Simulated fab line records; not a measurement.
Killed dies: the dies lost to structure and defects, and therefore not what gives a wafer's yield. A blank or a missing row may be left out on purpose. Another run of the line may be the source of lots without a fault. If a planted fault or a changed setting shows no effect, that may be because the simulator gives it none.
Chamber matching :: flow sky130 :: SKY_VIA4_ETCH_12 on rie_diel-03: 4 sister chambers
The step etches SiO2 in C4F8/O2/Ar, stops on TiN, target depth 580 nm. 20 wafers are shown with their chamber, then 10 later ones without.

## WAFERS WITH THEIR CHAMBER
wafer: L074.1
chamber: 0
chamber_pressure_mTorr (mTorr): 40.01
oes_product_au (a.u.): 0.928

wafer: L074.5
chamber: 2
chamber_pressure_mTorr (mTorr): 39.95
oes_product_au (a.u.): 0.924

wafer: L074.6
chamber: 1
chamber_pressure_mTorr (mTorr): 40.03
oes_product_au (a.u.): 0.931

wafer: L079.1
chamber: 3
chamber_pressure_mTorr (mTorr): 40.00
oes_product_au (a.u.): 0.925

wafer: L079.2
chamber: 1
chamber_pressure_mTorr (mTorr): 39.94
oes_product_au (a.u.): 0.923

wafer: L079.6
chamber: 3
chamber_pressure_mTorr (mTorr): 39.94
oes_product_au (a.u.): 0.929

wafer: L081.1
chamber: 0
chamber_pressure_mTorr (mTorr): 39.95
oes_product_au (a.u.): 0.923

wafer: L081.2
chamber: 1
chamber_pressure_mTorr (mTorr): 40.05
oes_product_au (a.u.): 0.919

wafer: L081.3
chamber: 3
chamber_pressure_mTorr (mTorr): 40.12
oes_product_au (a.u.): 0.918

wafer: L081.4
chamber: 0
chamber_pressure_mTorr (mTorr): 39.95
oes_product_au (a.u.): 0.922

wafer: L081.5
chamber: 3
chamber_pressure_mTorr (mTorr): 40.02
oes_product_au (a.u.): 0.930

wafer: L081.6
chamber: 1
chamber_pressure_mTorr (mTorr): 40.05
oes_product_au (a.u.): 0.928

wafer: L085.3
chamber: 3
chamber_pressure_mTorr (mTorr): 39.98
oes_product_au (a.u.): 0.921

wafer: L085.4
chamber: 3
chamber_pressure_mTorr (mTorr): 40.02
oes_product_au (a.u.): 0.925

wafer: L085.6
chamber: 0
chamber_pressure_mTorr (mTorr): 39.97
oes_product_au (a.u.): 0.929

wafer: L086.1
chamber: 1
chamber_pressure_mTorr (mTorr): 40.01
oes_product_au (a.u.): 0.928

wafer: L086.3
chamber: 0
chamber_pressure_mTorr (mTorr): 39.97
oes_product_au (a.u.): 0.927

wafer: L086.4
chamber: 1
chamber_pressure_mTorr (mTorr): 40.03
oes_product_au (a.u.): 0.922

wafer: L088.3
chamber: 0
chamber_pressure_mTorr (mTorr): 40.04
oes_product_au (a.u.): 0.928

wafer: L088.4
chamber: 1
chamber_pressure_mTorr (mTorr): 39.97
oes_product_au (a.u.): 0.927

SIGNATURES (averages over the wafers above)
reading: chamber_pressure_mTorr
chamber 0: 39.9817
chamber 1: 40.0114
chamber 2: 39.9500
chamber 3: 40.0133
scatter within a chamber: 0.0468

reading: oes_product_au
chamber 0: 0.92617
chamber 1: 0.92543
chamber 2: 0.92400
chamber 3: 0.92467
scatter within a chamber: 0.00398
Rule: a wafer lies at a distance from a chamber equal to the root of the sum of squares, over the readings, of (its reading less the chamber's mean, divided by the reading's scatter). If the next closest chamber is less than 2 further off than the closest, the wafer can't be placed; otherwise it belongs to the closest. How the scatter is found: for the shown wafers, subtract from each reading the mean of its chamber, square and add these, divide the total by (wafers less chambers), then take the root.

## WAFERS MISSING THEIR CHAMBER
wafer: L088.6
chamber_pressure_mTorr (mTorr): 39.98
oes_product_au (a.u.): 0.924

wafer: L089.1
chamber_pressure_mTorr (mTorr): 40.05
oes_product_au (a.u.): 0.931

wafer: L089.2
chamber_pressure_mTorr (mTorr): 40.00
oes_product_au (a.u.): 0.934

wafer: L089.5
chamber_pressure_mTorr (mTorr): 39.99
oes_product_au (a.u.): 0.930

wafer: L093.1
chamber_pressure_mTorr (mTorr): 40.01
oes_product_au (a.u.): 0.935

wafer: L093.2
chamber_pressure_mTorr (mTorr): 40.02
oes_product_au (a.u.): 0.927

wafer: L093.3
chamber_pressure_mTorr (mTorr): 39.97
oes_product_au (a.u.): 0.933

wafer: L093.4
chamber_pressure_mTorr (mTorr): 40.02
oes_product_au (a.u.): 0.923

wafer: L093.5
chamber_pressure_mTorr (mTorr): 39.95
oes_product_au (a.u.): 0.916

wafer: L093.6
chamber_pressure_mTorr (mTorr): 40.07
oes_product_au (a.u.): 0.927

## CHAMBER TAKEN BY EACH
wafer: L088.6
from the rows above: can't be placed: 0 or 2 or 3 or 1
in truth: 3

wafer: L089.1
from the rows above: can't be placed: 1 or 3 or 0 or 2
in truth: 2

wafer: L089.2
from the rows above: can't be placed: 0 or 1 or 3 or 2
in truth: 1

wafer: L089.5
from the rows above: can't be placed: 0 or 1 or 3 or 2
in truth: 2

wafer: L093.1
from the rows above: can't be placed: 0 or 1 or 3 or 2
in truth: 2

wafer: L093.2
from the rows above: can't be placed: 1 or 3 or 0 or 2
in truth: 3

wafer: L093.3
from the rows above: can't be placed: 0 or 1 or 3 or 2
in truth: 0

wafer: L093.4
from the rows above: can't be placed: 3 or 1 or 0 or 2
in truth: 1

wafer: L093.5
from the rows above: can't be placed: 2 or 3 or 0 or 1
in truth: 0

wafer: L093.6
from the rows above: can't be placed: 1 or 3 or 0 or 2
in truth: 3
0 of 10 placed correctly. Not placeable from these rows: 10 (in 10, the candidates include the true chamber). 0 placed wrongly.
